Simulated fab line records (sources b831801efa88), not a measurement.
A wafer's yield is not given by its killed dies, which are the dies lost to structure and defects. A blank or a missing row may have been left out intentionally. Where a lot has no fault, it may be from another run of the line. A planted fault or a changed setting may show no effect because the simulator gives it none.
What tool caused it? :: flow sky130 :: 42 wafers from 14 lots sampled at 4 of the route's 708 steps

WHAT EACH GAUGE READ, for each wafer
SKY_VT_ADJUST_HVTP_CD_MEAS_07: target cd 380 nm. Usual: cd-nm 379.8 nm, standard deviation 2.1.
lot: L742
measured: day 5 21:04
on: cd-sem-01
cd-nm (nm): 380.8 381.0 382.7
flag: 

lot: L743
measured: day 6 03:08
on: cd-sem-02
cd-nm (nm): 382.8 381.3 381.9
flag: 

lot: L744
measured: day 6 12:35
on: cd-sem-01
cd-nm (nm): 379.3 380.2 379.6
flag: 

lot: L745
measured: day 6 18:59
on: cd-sem-01
cd-nm (nm): 375.7 375.0 374.3
flag: 

lot: L746
measured: day 7 00:32
on: cd-sem-01
cd-nm (nm): 376.8 376.1 376.5
flag: 

lot: L747
measured: day 7 05:50
on: cd-sem-02
cd-nm (nm): 380.4 379.5 380.0
flag: 

lot: L748
measured: day 7 22:25
on: cd-sem-02
cd-nm (nm): 382.2 381.6 383.1
flag: 

lot: L749
measured: day 8 13:41
on: cd-sem-01
cd-nm (nm): 375.2 379.1 376.2
flag: 

lot: L752
measured: day 9 01:11
on: cd-sem-02
cd-nm (nm): 381.4 382.0 383.4
flag: 

lot: L753
measured: day 9 06:14
on: cd-sem-01
cd-nm (nm): 379.4 379.7 375.2
flag: 

lot: L757
measured: day 10 09:43
on: cd-sem-02
cd-nm (nm): 379.0 380.3 379.0
flag: 

lot: L762
measured: day 11 08:47
on: cd-sem-01
cd-nm (nm): 378.3 377.8 378.3
flag: 

lot: L763
measured: day 11 14:42
on: cd-sem-01
cd-nm (nm): 379.1 377.1 379.5
flag: 

lot: L765
measured: day 12 00:17
on: cd-sem-01
cd-nm (nm): 382.2 381.8 379.1
flag: 

SKY_VT_ADJUST_LVTN_OVL_MEAS_18. Usual: VT_ADJUST_LVTN_01_OVL 1.3 nm, standard deviation 1.2.
lot: L742
measured: day 7 11:56
on: overlay-01
VT_ADJUST_LVTN_01_OVL (nm): 1.7 3.0 0.1
flag: 

lot: L743
measured: day 7 18:25
on: overlay-01
VT_ADJUST_LVTN_01_OVL (nm): 1.1 0.5 1.1
flag: 

lot: L744
measured: day 8 03:19
on: overlay-01
VT_ADJUST_LVTN_01_OVL (nm): 2.5 2.2 1.9
flag: 

lot: L745
measured: day 8 09:04
on: overlay-02
VT_ADJUST_LVTN_01_OVL (nm): 1.4 1.6 1.9
flag: 

lot: L746
measured: day 8 16:20
on: overlay-01
VT_ADJUST_LVTN_01_OVL (nm): 1.1 0.1 -0.8
flag: 

lot: L747
measured: day 8 21:29
on: overlay-02
VT_ADJUST_LVTN_01_OVL (nm): 2.7 2.5 1.4
flag: 

lot: L748
measured: day 9 16:58
on: overlay-02
VT_ADJUST_LVTN_01_OVL (nm): 1.1 0.2 -0.7
flag: 

lot: L749
measured: day 10 08:44
on: overlay-02
VT_ADJUST_LVTN_01_OVL (nm): 1.4 1.5 0.7
flag: 

lot: L752
measured: day 10 21:22
on: overlay-02
VT_ADJUST_LVTN_01_OVL (nm): 0.3 0.0 -0.2
flag: 

lot: L753
measured: day 11 03:01
on: overlay-02
VT_ADJUST_LVTN_01_OVL (nm): 2.0 2.1 1.8
flag: 

lot: L757
measured: day 12 07:52
on: overlay-02
VT_ADJUST_LVTN_01_OVL (nm): 1.8 2.1 3.2
flag: 

lot: L762
measured: day 14 04:34
on: overlay-02
VT_ADJUST_LVTN_01_OVL (nm): 0.8 0.3 1.2
flag: 

lot: L763
measured: day 14 05:20
on: overlay-02
VT_ADJUST_LVTN_01_OVL (nm): 0.7 0.1 0.6
flag: 

lot: L765
measured: day 14 06:40
on: overlay-02
VT_ADJUST_LVTN_01_OVL (nm): 0.6 1.2 0.4
flag: 

SKY_VT_ADJUST_HVTR_OVL_MEAS_08. Usual: VT_ADJUST_HVTR_OVL 0.6 nm, standard deviation 1.3.
lot: L742
measured: day 9 04:23
on: overlay-01
VT_ADJUST_HVTR_OVL (nm): 0.5 3.1 2.2
flag: 

lot: L743
measured: day 9 11:59
on: overlay-01
VT_ADJUST_HVTR_OVL (nm): 0.5 0.6 -1.0
flag: 

lot: L744
measured: day 9 21:09
on: overlay-02
VT_ADJUST_HVTR_OVL (nm): -0.4 -0.4 -0.1
flag: 

lot: L745
measured: day 10 02:13
on: overlay-02
VT_ADJUST_HVTR_OVL (nm): 1.0 0.7 2.0
flag: 

lot: L746
measured: day 10 11:11
on: overlay-02
VT_ADJUST_HVTR_OVL (nm): 1.7 0.6 1.5
flag: 

lot: L747
measured: day 10 16:17
on: overlay-02
VT_ADJUST_HVTR_OVL (nm): 1.4 2.0 0.2
flag: 

lot: L748
measured: day 11 14:30
on: overlay-02
VT_ADJUST_HVTR_OVL (nm): 3.7 2.5 1.2
flag: 

lot: L749
measured: day 12 06:23
on: overlay-02
VT_ADJUST_HVTR_OVL (nm): -2.6 -1.5 -1.5
flag: 

lot: L752
measured: day 12 21:11
on: overlay-02
VT_ADJUST_HVTR_OVL (nm): 2.0 -0.6 1.3
flag: 

lot: L753
measured: day 13 02:47
on: overlay-02
VT_ADJUST_HVTR_OVL (nm): 0.7 0.8 1.8
flag: 

lot: L757
measured: day 14 12:29
on: overlay-02
VT_ADJUST_HVTR_OVL (nm): -0.6 1.1 -0.6
flag: 

lot: L762
measured: day 15 18:20
on: overlay-02
VT_ADJUST_HVTR_OVL (nm): 1.3 1.2 2.2
flag: 

lot: L763
measured: day 16 01:44
on: overlay-02
VT_ADJUST_HVTR_OVL (nm): -0.2 0.4 -0.4
flag: 

lot: L765
measured: day 16 09:14
on: overlay-02
VT_ADJUST_HVTR_OVL (nm): 1.7 0.1 1.2
flag: 

WHAT TOOL EACH LOT RAN ON (gives the tool, then ch and the chambers of the sampled wafers, and finally the start)
lot: L742
SKY_NWELL_IMPLANT_24: implanter-04 ch 0, day 5 02:41

lot: L743
SKY_NWELL_IMPLANT_24: implanter-02 ch 0, day 5 08:34

lot: L744
SKY_NWELL_IMPLANT_24: implanter-02 ch 0, day 5 17:40

lot: L745
SKY_NWELL_IMPLANT_24: implanter-04 ch 0, day 5 23:28

lot: L746
SKY_NWELL_IMPLANT_24: implanter-02 ch 0, day 6 05:29

lot: L747
SKY_NWELL_IMPLANT_24: implanter-02 ch 0, day 6 10:11

lot: L748
SKY_NWELL_IMPLANT_24: implanter-01 ch 0, day 7 02:40

lot: L749
SKY_NWELL_IMPLANT_24: implanter-04 ch 0, day 7 17:31

lot: L752
SKY_NWELL_IMPLANT_24: implanter-02 ch 0, day 8 04:20

lot: L753
SKY_NWELL_IMPLANT_24: implanter-02 ch 0, day 8 08:53

lot: L757
SKY_NWELL_IMPLANT_24: implanter-01 ch 0, day 9 11:01

lot: L762
SKY_NWELL_IMPLANT_24: implanter-04 ch 0, day 10 09:41

lot: L763
SKY_NWELL_IMPLANT_24: implanter-04 ch 0, day 10 15:34

lot: L765
SKY_NWELL_IMPLANT_24: implanter-01 ch 0, day 11 00:14
- SKY_NWELL_IMPLANT_24

AS READ BY THE TOOLS THEMSELVES (means over the sampled wafers that have a number; for cases with no such wafer, the mark the record gives instead)
SKY_NWELL_IMPLANT_24. Usual: beam-energy-keV 139.99, standard deviation 0.042; beam-on-s 10.00 s, standard deviation 0.2.
lot: L742
tool: implanter-04
beam-energy-keV: 139.95
beam-on-s (s): 9.89
flag: 

lot: L743
tool: implanter-02
beam-energy-keV: 140.05
beam-on-s (s): 10.09
flag: 

lot: L744
tool: implanter-02
beam-energy-keV: 139.96
beam-on-s (s): 10.15
flag: 

lot: L745
tool: implanter-04
beam-energy-keV: 139.94
beam-on-s (s): 10.02
flag: 

lot: L746
tool: implanter-02
beam-energy-keV: 140.00
beam-on-s (s): 10.18
flag: 

lot: L747
tool: implanter-02
beam-energy-keV: 139.98
beam-on-s (s): 10.09
flag: 

lot: L748
tool: implanter-01
beam-energy-keV: 140.03
beam-on-s (s): 9.84
flag: 

lot: L749
tool: implanter-04
beam-energy-keV: 140.04
beam-on-s (s): 9.99
flag: 

lot: L752
tool: implanter-02
beam-energy-keV: 153.80
beam-on-s (s): 9.96
flag: OFF

lot: L753
tool: implanter-02
beam-energy-keV: 153.83
beam-on-s (s): 9.96
flag: OFF

lot: L757
tool: implanter-01
beam-energy-keV: 139.97
beam-on-s (s): 10.28
flag: 

lot: L762
tool: implanter-04
beam-energy-keV: 140.02
beam-on-s (s): 10.15
flag: 

lot: L763
tool: implanter-04
beam-energy-keV: 139.98
beam-on-s (s): 9.93
flag: 

lot: L765
tool: implanter-01
beam-energy-keV: 140.06
beam-on-s (s): 9.85
flag: 

THE ANSWER, worked out from the rows above alone
Rule: a lot is off if the mean of its wafers that have a number lies more than 3 standard deviations from the usual mean. Also off: a lot with no number at a reading for which 4 or more lots have one. Where the step has rows for the other lots, those lots are counted as sound. First the gauges in route order, then the tools' own readings, where a lot's mean is used as printed above. At the first step where some lot is off, the reading lying furthest off is the one used; lots without a number count as furthest.
Off: L752, L753 (SKY_NWELL_IMPLANT_24, beam-energy-keV).
If a tool, at that step or one of the process steps before it, ran each lot that is off and ran no sound lot following the first of them, it fits. One candidate fits, namely implanter-02 at SKY_NWELL_IMPLANT_24. A fault onset in the window from L747 (day 6 10:11, its last sound lot) to L752 (day 8 04:20, its first lot off) fits.
On the lots that are off, the tool's own readings at SKY_NWELL_IMPLANT_24 differ by more than 5 times the standard deviation of the sound lots' means, which bears it out; beam-energy-keV reads 153.81 there versus 140.00 on the sound lots.

WHAT THE SIMULATOR HAD PUT IN
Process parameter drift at SKY_NWELL_IMPLANT_24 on implanter-02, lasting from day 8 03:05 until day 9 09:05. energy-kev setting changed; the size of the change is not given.
Lots struck among those shown: L752, L753. The rule given above showed the same thing.
